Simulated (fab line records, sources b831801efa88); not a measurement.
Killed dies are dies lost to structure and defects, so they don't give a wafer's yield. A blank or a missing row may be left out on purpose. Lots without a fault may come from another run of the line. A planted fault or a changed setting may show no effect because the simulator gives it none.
One fault seen from 2 desks | flow gf180mcu | each desk has only its own numbers; what lay behind them comes last

THE METROLOGY DESK
What the gauges read, lot by lot, whatever tool the lot ran on: means of the sampled wafers that have a number. A lot is out of limits, marked OUT, if its mean lies more than 4 standard deviations from the usual mean; the brackets give that distance.
Columns: A = VT_IMPLANT_OVL at GF_VT_IMPLANT_OVL_MEAS_07, usual -0.8 nm; B = VT_IMPLANT_3_TW at GF_VT_IMPLANT_TW_MEAS_32, usual 268.4
lot  | first seen here | A    | B
L539 | day 5 18:52     | -0.7 | 269.7
L540 | day 6 04:31     | -2.2 | 269.8
L541 | day 6 08:59     | 0.1  | 265.6
L542 | day 6 14:40     | -0.8 | 266.4
L545 | day 7 07:51     | -1.7 | 265.7
L546 | day 7 14:47     | -3.4 | 265.7
L547 | day 8 02:38     | -0.4 | 263.9
L548 | day 8 09:29     | -0.6 | 264.3
L555 | day 10 03:19    | -0.7 | 272.2
L558 | day 10 17:40    | -2.1 | 271.5
L559 | day 11 00:05    | 0.6  | 271.2
L560 | day 11 06:05    | -0.5 | 271.7
L561 | day 11 18:22    | -1.4 | 264.5
This desk's finding: nothing out of limits on any of the 13 lots.

THE TOOL OWNER'S DESK: rie_diel-02
The tool's own readings at GF_HV_LDD_ETCHBACK_58 (etches Si3N4 in CH3F/O2, stops on SiO2, time 100 s, target depth 90 nm): means of the sampled wafers that have a number, for each lot that ran on this tool. A lot is out of limits, marked OUT, if its mean lies more than 4 standard deviations from the usual mean; the brackets give that distance.
Columns: A = ch3f_flow_sccm at GF_HV_LDD_ETCHBACK_58, usual 40.00 sccm; B = drypump_motor_current_A at GF_HV_LDD_ETCHBACK_58, usual 5.8 A; C = oes_product_au at GF_HV_LDD_ETCHBACK_58, usual 0.841 a.u.; D = rf_fwd_power_W at GF_HV_LDD_ETCHBACK_58, usual 397.6 W; E = throttle_valve_pct at GF_HV_LDD_ETCHBACK_58, usual 10.561 %
lot  | first seen here | A     | B   | C                | D     | E
L540 | day 13 07:00    | 40.11 | 5.7 | 0.839            | 396.0 | 10.557
L541 | day 13 12:05    | 40.06 | 6.0 | 0.849            | 397.1 | 10.569
L545 | day 14 17:41    | 40.01 | 5.7 | 0.842            | 396.5 | 10.560
L548 | day 16 06:17    | 40.06 | 5.9 | 0.844            | 398.0 | 10.562
L555 | day 18 13:13    | 40.03 | 5.8 | 0.830            | 397.4 | 10.547
L558 | day 19 06:47    | 40.03 | 5.7 | 0.813 (-4.1) OUT | 396.4 | 10.556
This desk's finding: out of limits on L558; first on L558, day 19 06:47 (oes_product_au at GF_HV_LDD_ETCHBACK_58). In limits: L540, L541, L545, L548, L555.

PUT TOGETHER
The tool owner's desk could have raised an alarm at day 19 06:47, on L558.
The metrology desk saw nothing out of limits.
The metrology desk has L558 on record, within its limits.
Of the lots named, all ran GF_HV_LDD_ETCHBACK_58 on rie_diel-02.

WHAT THE SIMULATOR HAD PUT IN
Process parameter drift: rie_diel-02, from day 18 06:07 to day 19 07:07, at GF_HV_LDD_ETCHBACK_58. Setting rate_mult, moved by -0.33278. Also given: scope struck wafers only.
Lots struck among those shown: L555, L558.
Hours from the fault's start to each desk's first reading out of limits: the tool owner's desk, 25.
